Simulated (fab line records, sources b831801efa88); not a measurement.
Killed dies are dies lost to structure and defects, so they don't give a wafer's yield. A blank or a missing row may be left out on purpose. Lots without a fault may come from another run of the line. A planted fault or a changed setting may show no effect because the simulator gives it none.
Problem report in the 8D (eight disciplines) form, filled by code | flow gf180mcu | the parts of the form that need people (team, actions taken, sign-off) are left out

1. THE PROBLEM
strip_time_to_endpoint_s at GF_DUAL_GATE_STRIP_13 reads a mean of 13.09 s on 4 wafers of 3 lots; wafers without a fault read 12.64 s with a standard deviation of 0.035. That is +13 standard deviations from the usual mean.
The step: strips in O2/N2.
First seen on wafer L577.5, day 12 10:00, on plasma_asher-02. The record holds 39 wafers of 13 lots with a number at this step. Rule for "out", or "out of limits": more than 4 standard deviations from the usual mean. The other wafers with a number count as sound.

2. WHAT IT IS AND WHAT IT IS NOT
question                    | is                               | is not
which readings at this step | strip_time_to_endpoint_s         | drypump_motor_current_A, heater_power_w, oes_product_au
which lots                  | L577, L579, L582                 | L565, L566, L567, L569, L571, L572, L573, L575, L581, L584
which wafers of those lots  | L577.5, L579.4, L582.4, L582.5   | L577.2, L577.3, L579.1, L579.2, L582.1
read on which tools         | plasma_asher-02, plasma_asher-03 | plasma_asher-04
when                        | from day 12 10:00                | up to then (26 sound wafers); but 9 sound wafers of L579, L581, L582, L584 came after

3. SUSPECTS, AND WHAT RULES EACH OUT
Counting: a tool at a process step up to the reading stays a suspect if it ran every lot that is out. Sound lots after the first of them don't rule it out here, since some wafers of a struck lot are sound.
- litho_track-04 at GF_DUAL_GATE_COAT_06 (resist thk 1000 nm): kept. It ran every lot that is out, first L577 (day 12 00:26); its last sound lot up to then is L575 (day 11 12:16).
Left after counting: litho_track-04 at GF_DUAL_GATE_COAT_06.

4. THE CAUSE (what the simulator had put in)
Process parameter drift: litho_track-04, from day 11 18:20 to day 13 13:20, at GF_DUAL_GATE_COAT_06. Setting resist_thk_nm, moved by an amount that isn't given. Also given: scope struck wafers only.
Counting left only this tool.

5. THE CHAIN OF EFFECTS, in route order
Each row: a reading whose mean over the struck wafers that have a number lies more than 3 standard deviations from the usual. Only readings for which the record gives a usual standard deviation are gone through. hours: the time from each lot's start at the first step in this table that gives one to its start at this step, as a median over the lots. sigmas: the change in usual standard deviations.
hours | step                  | reading                  | usual   | on struck wafers | change | sigmas
0     | GF_DUAL_GATE_STRIP_13 | strip_time_to_endpoint_s | 12.64 s | 13.09            | +0.45  | +13
The process steps in it:
- GF_DUAL_GATE_STRIP_13: strips in O2/N2.
Later measuring or inspecting steps at which every struck wafer that the step has a row for has a number for every such reading, and none has moved that far: GF_POLY_GATE_THK_MEAS_01, GF_POLY_GATE_OVL_MEAS_11.

6. WHAT WOULD HAVE CAUGHT IT SOONER
In this record the first reading out of limits was taken at day 12 10:00, 16 hours after the fault began at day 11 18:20.
Of the tool readings at GF_DUAL_GATE_COAT_06 for which the record gives a usual standard deviation, none was out on any struck wafer, so an alarm limit of 4 standard deviations on them would not have fired.
Of the lots that are out (3), L579, L582 began GF_DUAL_GATE_COAT_06 on litho_track-04 after day 12 10:00. A hold on the tool at that time would have spared those 2.
